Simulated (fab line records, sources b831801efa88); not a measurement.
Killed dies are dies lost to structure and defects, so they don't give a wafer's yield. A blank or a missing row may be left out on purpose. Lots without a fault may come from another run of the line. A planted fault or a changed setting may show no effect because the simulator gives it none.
Split-lot experiment | flow sky130 | 5 lots, 23 wafers read, on a route of 708 steps

THE SPLIT
At SKY_NWELL_IMPLANT_13, the setting energy_kev was moved away from the recipe's 50 on 6 of the 23 wafers read, by -2.3% to +5.1%. The other wafers ran this setting at the recipe's value.

The reading is taken at the split's own step.

THE READING
implant.drp_nm (the simulator's own value, which no gauge read), in nm, at SKY_NWELL_IMPLANT_13. The file gives no usual value for it.

wafer  | tool, chamber at the split | energy_kev as run | against the recipe | implant.drp_nm, nm | against lot-mates on the recipe
L076.1 | implanter-03, 0            | 48.86             | -2.3%              | 25.06              | -0.49
L076.3 | implanter-03, 0            | 48.86             | -2.3%              | 25.06              | -0.49
L076.6 | implanter-03, 0            | 48.86             | -2.3%              | 25.06              | -0.49
L076.4 | implanter-03, 0            | 50                | recipe             | 25.55              | -
L076.5 | implanter-03, 0            | 50                | recipe             | 25.55              | -
L077.1 | implanter-04, 0            | 52.55             | +5.1%              | 26.63              | +1.08
L077.2 | implanter-04, 0            | 52.55             | +5.1%              | 26.63              | +1.08
L077.3 | implanter-04, 0            | 52.55             | +5.1%              | 26.63              | +1.08
L077.4 | implanter-04, 0            | 50                | recipe             | 25.55              | -
L077.5 | implanter-04, 0            | 50                | recipe             | 25.55              | -
L079.1 | implanter-04, 0            | 50                | recipe             | 25.55              | -
L079.2 | implanter-04, 0            | 50                | recipe             | 25.55              | -
L079.3 | implanter-04, 0            | 50                | recipe             | 25.55              | -
L079.5 | implanter-04, 0            | 50                | recipe             | 25.55              | -
L079.6 | implanter-04, 0            | 50                | recipe             | 25.55              | -
L081.1 | implanter-04, 0            | 50                | recipe             | 25.55              | -
L081.2 | implanter-04, 0            | 50                | recipe             | 25.55              | -
L081.5 | implanter-04, 0            | 50                | recipe             | 25.55              | -
L084.2 | implanter-01, 0            | 50                | recipe             | 25.55              | -
L084.3 | implanter-01, 0            | 50                | recipe             | 25.55              | -
L084.4 | implanter-01, 0            | 50                | recipe             | 25.55              | -
L084.5 | implanter-01, 0            | 50                | recipe             | 25.55              | -
L084.6 | implanter-01, 0            | 50                | recipe             | 25.55              | -

THE FIT
A straight line over all 23 wafers: implant.drp_nm changes by +0.212 nm for each +1% of energy_kev; r = +1.00; the points scatter about the line by 0.0022 nm.
The same after taking each lot's own level away (the mean of its wafers on the recipe; 23 wafers): +0.212 nm for each +1%; r = +1.00; scatter 0.0022 nm.
On that fit, the largest move of energy_kev shifts the reading by 1.1 nm.
The lots' own levels span 25.550 to 25.550 nm.
So the lot-to-lot level changes the slope little: the two slopes agree.
Check: with one of the wafers moved furthest among these (+5.1%) left out of the fit, the line predicts +1.08 nm for it against its lot-mates. It came out at +1.08 nm against them.

OTHER SPLITS ON THESE WAFERS
These wafers also went through other splits before the reading. Each is held against what the fit with the lots' levels taken away leaves over:
other split on the same wafers       | wafers away from the commonest value | r with implant.drp_nm (lot level and that fit taken away)
SKY_FIELD_ISO_OXIDATION_01 ox_time_s | 15                                   | -0.56
SKY_FIELD_ISO_STRIP_16 power_w       | 8                                    | -0.02
SKY_FIELD_ISO_OXIDATION_22 ox_time_s | 10                                   | +0.09
SKY_DNWELL_COAT_02 resist_thk_nm     | 9                                    | +0.48

THE WHOLE CHAIN: every reading that the file lists as answering this split, in the file's order
step                 | what it does | reading                                                         | change (the file's fit)               | r (the file's)
SKY_NWELL_IMPLANT_13 |              | implant.rp_nm (the simulator's own value, which no gauge read)  | +0.606 nm for each +1% of the setting | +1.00
SKY_NWELL_IMPLANT_13 |              | implant.drp_nm (the simulator's own value, which no gauge read) | +0.213 nm for each +1% of the setting | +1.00

THE FILE'S OWN FIT
implant.drp_nm changes by +0.213 nm for each +1% of energy_kev, r = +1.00.
